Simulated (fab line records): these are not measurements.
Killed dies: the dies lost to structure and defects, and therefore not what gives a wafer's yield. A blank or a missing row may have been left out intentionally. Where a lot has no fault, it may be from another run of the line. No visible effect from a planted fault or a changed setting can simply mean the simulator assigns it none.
Which of the tools did it? ; flow gf180mcu ; Sampling: 12 lots, 36 wafers, 6 of 602 route steps

WHAT EACH GAUGE READ, for each wafer
GF_POLY_GATE_OVL_MEAS_11.
lot;measured;on;POLY_GATE_OVL (nm)
L589;day 8 23:10;overlay-02;0 -5 -4
L593;day 10 09:15;overlay-02;-6 -5 -10
L594;day 10 13:46;overlay-02;2 -1 -1
L597;day 11 10:49;overlay-01;2 -5 2
L601;day 12 15:08;overlay-02;3 -15 -14
L602;day 13 02:56;overlay-01;-5 1 0
L603;day 13 09:42;overlay-01;6 -3 -1
L606;day 14 06:05;overlay-01;-1 -1 -4
L607;day 14 13:08;overlay-02;12 3 -1
L608;day 15 00:49;overlay-02;3 1 4
L609;day 15 00:58;overlay-02;-7 4 -2
L610;day 15 09:58;overlay-01;-4 2 -6

GF_HV_LDD_CD_MEAS_07: target cd 400 nm.
lot;measured;on;cd nm (nm)
L589;day 9 17:49;cd sem-02;406.1 403.6 402.8
L593;day 11 05:55;cd sem-02;399.1 397.7 400.4
L594;day 11 10:04;cd sem-02;400.1 400.7 400.8
L597;day 12 09:16;cd sem-01;406.9 405.1 404.7
L601;day 13 12:54;cd sem-02;399.3 400.8 400.5
L602;day 14 01:14;cd sem-01;400.5 400.9 399.9
L603;day 14 08:55;cd sem-02;404.7 404.0 405.4
L606;day 15 06:22;cd sem-02;404.3 402.6 402.0
L607;day 15 11:48;cd sem-01;403.0 405.4 406.8
L608;day 15 23:31;cd sem-02;396.8 395.8 397.2
L609;day 15 23:38;cd sem-01;403.0 404.0 402.2
L610;day 16 09:38;cd sem-02;396.8 397.7 399.4

GF_HV_LDD_TW_MEAS_38.
lot;measured;on;HV_LDD_3_TW
L589;day 11 07:22;film metro-02;1435 1436 1431
L593;day 12 21:39;film metro-02;1436 1434 1437
L594;day 13 02:23;film metro-02;1437 1440 1434
L597;day 14 02:47;film metro-03;1438 1434 1442
L601;day 15 08:26;film metro-03;1412 1420 1411
L602;day 15 21:27;film metro-03;1429 1419 1417
L603;day 16 05:31;film metro-01;1439 1439 1432
L606;day 17 04:27;film metro-03;1441 1445 1439
L607;day 17 09:20;film metro-02;1436 1426 1419
L608;day 17 21:24;film metro-03;1444 1444 1443
L609;day 17 21:59;film metro-03;1436 1437 1449
L610;day 18 07:54;film metro-03;1448 1443 1441

GF_HV_LDD_RS_MEAS_53: a four-point-probe measurement.
lot;measured;on;HV_LDD_RS (ohm/sq)
L589;day 12 03:08;film metro-03;419.6 418.9 419.0
L593;day 13 18:31;film metro-02;418.0 417.4 418.3
L594;day 13 23:02;film metro-01;418.2 417.5 417.7
L597;day 15 00:50;film metro-02;418.4 418.5 418.3
L601;day 16 06:08;film metro-01;423.2 423.7 423.6
L602;day 16 19:25;film metro-03;424.8 424.1 423.8
L603;day 17 05:47;film metro-03;418.6 418.8 419.0
L606;day 18 03:45;film metro-02;418.8 418.4 418.5
L607;day 18 08:40;film metro-03;417.6 418.5 418.9
L608;day 18 20:52;film metro-03;419.6 418.6 420.0
L609;day 18 22:05;film metro-03;420.4 418.9 419.0
L610;day 19 08:47;film metro-01;418.7 419.0 420.5

TOOL THAT RAN EACH LOT (tool first, then ch and the chambers of the sampled wafers, then the start)
lot;GF_VT_IMPLANT_RTA_45;GF_HV_LDD_IMPLANT_33
L589;rtp anneal-02 ch 0, day 7 06:47;implanter-01 ch 0, day 11 06:43
L593;rtp anneal-02 ch 0, day 8 14:25;implanter-04 ch 0, day 12 20:57
L594;rtp anneal-01 ch 0, day 8 20:10;implanter-04 ch 0, day 13 01:43
L597;rtp anneal-02 ch 0, day 9 16:22;implanter-01 ch 0, day 14 02:07
L601;rtp anneal-01 ch 0, day 10 19:45;implanter-04 ch 0, day 15 07:44
L602;rtp anneal-01 ch 0, day 11 03:51;implanter-04 ch 0, day 15 20:09
L603;rtp anneal-02 ch 0, day 11 09:47;implanter-03 ch 0, day 16 04:50
L606;rtp anneal-02 ch 0, day 12 05:35;implanter-03 ch 0, day 17 03:46
L607;rtp anneal-02 ch 0, day 12 13:52;implanter-01 ch 0, day 17 08:40
L608;rtp anneal-01 ch 0, day 13 01:23;implanter-01 ch 0, day 17 20:44
L609;rtp anneal-02 ch 0, day 13 01:40;implanter-03 ch 0, day 17 21:17
L610;rtp anneal-01 ch 0, day 13 08:56;implanter-03 ch 0, day 18 07:12
- GF_VT_IMPLANT_RTA_45: time 30 s.
- GF_HV_LDD_IMPLANT_33

WHAT THE TOOLS THEMSELVES READ (means of the sampled wafers that have a number; where no wafer has one, the mark that the record gives instead)
GF_VT_IMPLANT_RTA_45.
lot;tool;chamber o2 ppm;lamp power pct (%);wafer_temp_C_max
L589;rtp anneal-02;2.000;33.0;1056.0
L593;rtp anneal-02;1.977;33.0;1055.5
L594;rtp anneal-01;1.978;37.5;1055.7
L597;rtp anneal-02;1.991;33.0;1056.1
L601;rtp anneal-01;1.974;37.4;1055.8
L602;rtp anneal-01;2.019;37.4;1055.3
L603;rtp anneal-02;1.963;33.0;1055.6
L606;rtp anneal-02;1.982;33.0;1054.8
L607;rtp anneal-02;2.011;32.9;1055.6
L608;rtp anneal-01;2.003;37.4;1056.6
L609;rtp anneal-02;1.974;33.0;1055.4
L610;rtp anneal-01;1.967;37.4;1056.1

GF_HV_LDD_IMPLANT_33.
lot;tool;beam energy keV;dose ions cm2;faraday current uA
L589;implanter-01;60.004;7.508e+12;41.2
L593;implanter-04;60.002;7.505e+12;42.4
L594;implanter-04;59.998;7.495e+12;42.4
L597;implanter-01;59.997;7.516e+12;41.7
L601;implanter-04;59.980;5.586e+12;31.5
L602;implanter-04;59.983;5.590e+12;31.2
L603;implanter-03;59.995;7.502e+12;42.6
L606;implanter-03;60.031;7.505e+12;42.4
L607;implanter-01;60.004;7.494e+12;42.5
L608;implanter-01;60.013;7.509e+12;42.4
L609;implanter-03;59.997;7.502e+12;42.4
L610;implanter-03;59.992;7.500e+12;42.6

THE ANSWER, worked out from the rows above alone
Rule: the lots themselves supply what counts as usual. The widest of any qualifying gaps counts: lots, ordered by their means at a reading, are off when they make up no more than a third of the lots, leave a main group of 4 or more, and stand apart from it by 3 or more times the standard deviation of that group's means. A main group whose means are all the same, to the digits that the tables above print for the reading, isn't used. Also off: a lot with no number at a reading for which 4 or more lots have one. Any other lot the step has rows for is counted as sound. Order of review: gauges by route order, followed by the tools' own readings, for which a lot's mean as printed above is used. At the first step where some lot is off, the reading lying furthest off is the one used; lots without a number count as furthest.
Off: at GF_HV_LDD_RS_MEAS_53 (HV_LDD_RS), L601, L602. The main group: mean 418.7 ohm/sq, standard deviation 0.59.
If a tool, at a process step before that reading, ran all the lots that are off and no sound lot after the first of them, it fits. Not tried: the gauges at GF_HV_LDD_RS_MEAS_53; whatever is off there is also off at GF_HV_LDD_IMPLANT_33, on other tools, and gauge error can't account for it. One fits: implanter-04 at GF_HV_LDD_IMPLANT_33. A fault onset in the window from L594 (day 13 01:43, its last sound lot) to L601 (day 15 07:44, its first lot off) fits.
The tool's own readings at GF_HV_LDD_IMPLANT_33 bear it out: on the lots that are off they differ by more than 5 times the standard deviation of the sound lots' means. dose ions cm2 reads 5.588e+12 there against 7.504e+12 on the sound lots; faraday current uA reads 31.4 there against 42.3 on the sound lots.

WHAT THE SIMULATOR PUT IN
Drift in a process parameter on implanter-04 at GF_HV_LDD_IMPLANT_33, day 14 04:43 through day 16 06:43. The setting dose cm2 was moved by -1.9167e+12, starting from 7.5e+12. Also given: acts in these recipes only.
Struck lots among those shown: L601, L602. The same result came from the rule above.
